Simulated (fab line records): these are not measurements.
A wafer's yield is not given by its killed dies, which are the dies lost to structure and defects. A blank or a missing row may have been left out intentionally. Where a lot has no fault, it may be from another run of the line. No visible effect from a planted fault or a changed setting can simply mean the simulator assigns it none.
What tool caused it? ; flow sky130 ; 12 lots, 36 wafers sampled, at 4 steps of a route of 708

== WHAT THE GAUGES READ, wafer by wafer ==
SKY_SD_P_CD_MEAS_07 targets a cd of 380 nm.
lot;measured;on;cdNm (nm)
L966;day 27 00:33;cdSem-02;375.8 377.6 376.2
L967;day 27 01:40;cdSem-01;379.6 380.5 379.4
L970;day 27 12:11;cdSem-02;382.8 381.4 382.8
L971;day 28 09:57;cdSem-01;380.6 381.2 383.3
L972;day 28 11:07;cdSem-01;381.9 380.7 378.8
L973;day 28 15:44;cdSem-01;375.5 378.7 376.2
L981;day 31 08:46;cdSem-01;378.4 378.8 379.6
L982;day 31 12:14;cdSem-02;379.4 379.0 378.9
L983;day 32 07:10;cdSem-01;385.9 385.1 383.4
L984;day 32 09:08;cdSem-01;380.8 382.0 382.4
L985;day 32 15:35;cdSem-02;383.6 383.7 382.7
L987;day 34 05:46;cdSem-01;381.6 380.2 379.2

== WHICH TOOL RAN EACH LOT (tool, then ch and the chambers of the sampled wafers, then the start) ==
lot;SKY_LDD_N_IMPLANT_10;SKY_SPACER_ETCHBACK_02;SKY_POLY_CUT_STRIP_12
L966;implanter-03 ch 0, day 18 06:13;rieDiel-02 ch 1,3, day 24 15:20;plasmaAsher-02 ch 0,1, day 25 20:31
L967;implanter-03 ch 0, day 18 22:04;rieDiel-04 ch 0,2,3, day 24 15:20;plasmaAsher-03 ch 0,1, day 25 21:13
L970;implanter-03 ch 0, day 19 21:05;rieDiel-04 ch 0,2,3, day 25 01:19;plasmaAsher-02 ch 0,1, day 26 07:26
L971;implanter-03 ch 0, day 20 20:52;rieDiel-01 ch 0,1, day 26 00:13;plasmaAsher-03 ch 0,1, day 27 05:20
L972;implanter-04 ch 0, day 20 22:14;rieDiel-02 ch 1,3, day 26 01:27;plasmaAsher-03 ch 0, day 27 06:44
L973;implanter-03 ch 0, day 21 04:26;rieDiel-02 ch 0,1,3, day 26 07:04;plasmaAsher-01 ch 0,1, day 27 11:59
L981;implanter-01 ch 0, day 24 02:39;rieDiel-04 ch 0,1, day 28 23:47;plasmaAsher-01 ch 0,1, day 30 04:53
L982;implanter-04 ch 0, day 24 06:19;rieDiel-02 ch 0,3, day 29 04:23;plasmaAsher-01 ch 0,1, day 30 08:28
L983;implanter-03 ch 0, day 25 01:20;rieDiel-01 ch 0,2,3, day 29 23:28;plasmaAsher-03 ch 0,1, day 31 03:23
L984;implanter-01 ch 0, day 25 08:17;rieDiel-02 ch 1,2, day 30 02:23;plasmaAsher-01 ch 0,1, day 31 05:49
L985;implanter-04 ch 0, day 25 13:45;rieDiel-02 ch 0,1,2, day 30 09:47;plasmaAsher-01 ch 1, day 31 13:07
L987;implanter-03 ch 0, day 27 04:20;rieDiel-01 ch 0,2,3, day 32 00:02;plasmaAsher-02 ch 0, day 33 03:35
- SKY_LDD_N_IMPLANT_10
- SKY_SPACER_ETCHBACK_02: etches Si3N4 in CH3F/O2, stops on SiO2, time 46.7 s, target depth 45 nm.
- SKY_POLY_CUT_STRIP_12: strips in O2/N2.

== WHAT THE TOOLS THEMSELVES READ (means of the sampled wafers that have a number; where no wafer has one, the mark that the record gives instead) ==
SKY_LDD_N_IMPLANT_10.
lot;tool;beamEnergyKeV;faradayCurrentUA
L966;implanter-03;19.993;432
L967;implanter-03;20.006;420
L970;implanter-03;19.996;422
L971;implanter-03;19.762;427
L972;implanter-04;19.999;430
L973;implanter-03;19.762;423
L981;implanter-01;19.991;417
L982;implanter-04;20.000;427
L983;implanter-03;19.998;424
L984;implanter-01;19.993;426
L985;implanter-04;19.995;425
L987;implanter-03;20.000;417

SKY_SPACER_ETCHBACK_02.
lot;tool;chamberPressureMTorr (mTorr);drypumpMotorCurrentA (A);oesProductAu (a.u.);throttleValvePct (%)
L966;rieDiel-02;24.993;5.7;0.857;10.557
L967;rieDiel-04;24.991;5.8;0.860;10.565
L970;rieDiel-04;24.994;5.8;0.853;10.568
L971;rieDiel-01;25.028;5.7;0.861;10.561
L972;rieDiel-02;24.999;5.6;0.857;10.559
L973;rieDiel-02;25.014;5.9;0.858;10.559
L981;rieDiel-04;24.985;6.4;0.858;10.569
L982;rieDiel-02;25.008;5.8;0.850;10.559
L983;rieDiel-01;24.984;5.9;0.856;10.562
L984;rieDiel-02;24.992;5.7;0.856;10.569
L985;rieDiel-02;25.001;5.9;0.851;10.566
L987;rieDiel-01;24.988;5.9;0.855;10.559

SKY_POLY_CUT_STRIP_12.
lot;tool;chamberPressureMTorr (mTorr);drypumpMotorCurrentA (A);oesProductAu (a.u.);stripTimeToEndpointS (s)
L966;plasmaAsher-02;1500.4;5.9;0.456;5.359
L967;plasmaAsher-03;1500.2;5.8;0.453;5.360
L970;plasmaAsher-02;1499.5;5.9;0.450;5.376
L971;plasmaAsher-03;1500.8;5.9;0.453;5.352
L972;plasmaAsher-03;1500.3;5.6;0.449;5.376
L973;plasmaAsher-01;1500.3;6.0;0.455;5.344
L981;plasmaAsher-01;1501.0;6.0;0.449;5.378
L982;plasmaAsher-01;1500.6;6.0;0.452;5.380
L983;plasmaAsher-03;1500.8;5.9;0.456;5.365
L984;plasmaAsher-01;1499.5;5.8;0.449;5.367
L985;plasmaAsher-01;1500.4;5.6;0.451;5.377
L987;plasmaAsher-02;1499.6;5.8;0.455;5.363

== THE ANSWER, worked out from the rows above alone ==
Rule: the usual values come from the lots themselves. Put in order of their means at a reading, lots are off if they are a third of the lots or fewer, leave a main group of 4 or more, and stand apart from it by a gap of 3 or more times the standard deviation of the main group's means; of several such gaps the widest counts. A main group is skipped when, at the precision printed for the reading in the tables above, its means are all equal. Also off: a lot with no number at a reading for which 4 or more lots have one. Where the step has rows for the other lots, those lots are counted as sound. After the gauges, taken in route order, come the tools' own readings; for these a lot's mean is taken, as printed above. At the first step where some lot is off, the reading lying furthest off is the one used; lots without a number count as furthest.
Off: L971, L973, at SKY_LDD_N_IMPLANT_10 (beamEnergyKeV). For the main group the mean is 19.997 and the standard deviation 0.0042.
If a tool, at that step or one of the process steps before it, ran each lot that is off and ran no sound lot following the first of them, it fits. No candidate that was tried fits.

== WHAT THE SIMULATOR HAD INSERTED ==
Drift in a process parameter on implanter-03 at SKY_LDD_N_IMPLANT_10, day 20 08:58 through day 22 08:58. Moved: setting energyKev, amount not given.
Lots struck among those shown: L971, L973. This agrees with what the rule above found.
